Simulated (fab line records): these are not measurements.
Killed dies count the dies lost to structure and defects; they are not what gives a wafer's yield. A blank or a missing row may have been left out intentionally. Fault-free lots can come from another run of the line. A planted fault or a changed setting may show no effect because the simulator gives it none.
Struck lot and sound lot, side by side | flow gf180mcu | 14 out of 602 route steps
Sound: these wafers, L660.1, L660.4, L660.5. Wafers struck: L663.3, L663.5, L663.6. The cause comes at the end.
Per side, at each step with rows, come the tool, then ch with its chambers, and then its first start. Under that, the readings that differ: sound wafers | struck wafers | difference of the means | sigmas: that difference in standard deviations of wafers without a fault.
alike: a reading whose means differ by less than 2 such deviations, as well as words and numbers matching on both sides. not compared: withheld readings; readings where some wafer has no value; bounds like >300 that might hide an equal value; numbers whose values overlap and for which the record gives no deviation.
Wherever a step has rows on one side only, a row that says differs or no value, or a row with sigmas, the two part there. Numbers that don't overlap but have no deviation are shown without sigmas and don't part them. A reading missing from all wafers of one side parts the sides only when that side holds two or more wafers.

GF_V5_THK_MEAS_01:
  sound: film_metro-03 at day 27 02:29; struck: film_metro-03 at day 28 05:41
  alike: V5_CVD_00_THK
GF_V5_CVD_02: deposits SiO2 from TEOS, target thk 1450 nm, time 163.28 s.
  sound on pecvd-02 ch 1,2, day 27 02:32; struck on pecvd-04 ch 0,1,2, day 28 05:44
  alike: heater_power_w
  not compared: since_wet_clean_h
GF_V5_THK_MEAS_03:
  sound: film_metro-01 at day 27 02:38; struck: film_metro-01 at day 28 05:52
  alike: V5_CVD_02_THK
GF_V5_CMP_04: polishes SiO2.
  sound on cmp-02 ch 0,2, day 27 02:45; struck on cmp-02 ch 0,1,2, day 28 06:00
  alike: motor_current_A
GF_V5_BOW_MEAS_05:
  sound: film_metro-03 at day 27 03:00; struck: film_metro-02 at day 28 06:14
  alike: V5_BOW
then, 7 steps without rows for these wafers: GF_V5_DEHYDRATE_06 (time 60 s); GF_V5_HMDS_07 (prime time 60 s); GF_V5_COAT_08; GF_V5_COAT_09 (resist thk 1000 nm); GF_V5_SOFTBAKE_10 (time 60 s); GF_V5_EXPOSE_11 (exposes mask Via5, target cd 260 nm); GF_V5_PEB_12 (peb time 90 s).
GF_V5_DEVELOP_13: develop time 60 s.
  struck on litho_track-02, day 29 01:14; sound on litho_track-01 ch 0, day 27 22:53
  no value came back on the struck wafers for chill_plate_temp_C (C), develop_time_s (s); on the sound wafers chill_plate_temp_C (C) reads 23.16 23.04 22.95
  reading                             | sound             | struck         | difference | sigmas
  model.KrF_of_V5_COAT_09.thk_nm (nm) | 982.8 986.2 982.7 | 1003 1007 1004 | +21        |
GF_V5_CD_MEAS_14: the cd target is 260 nm.
  sound: cd_sem-02 at day 27 23:02; struck: cd_sem-02 at day 29 01:23
  reading    | sound             | struck | difference                    | sigmas
  cd_nm (nm) | 259.9 259.3 259.3 | - - -  | no value on the struck wafers |

## WHERE THEY PART
Earliest at GF_V5_DEVELOP_13; latest, in this record, at GF_V5_CD_MEAS_14.

WHY: what the simulator had put in
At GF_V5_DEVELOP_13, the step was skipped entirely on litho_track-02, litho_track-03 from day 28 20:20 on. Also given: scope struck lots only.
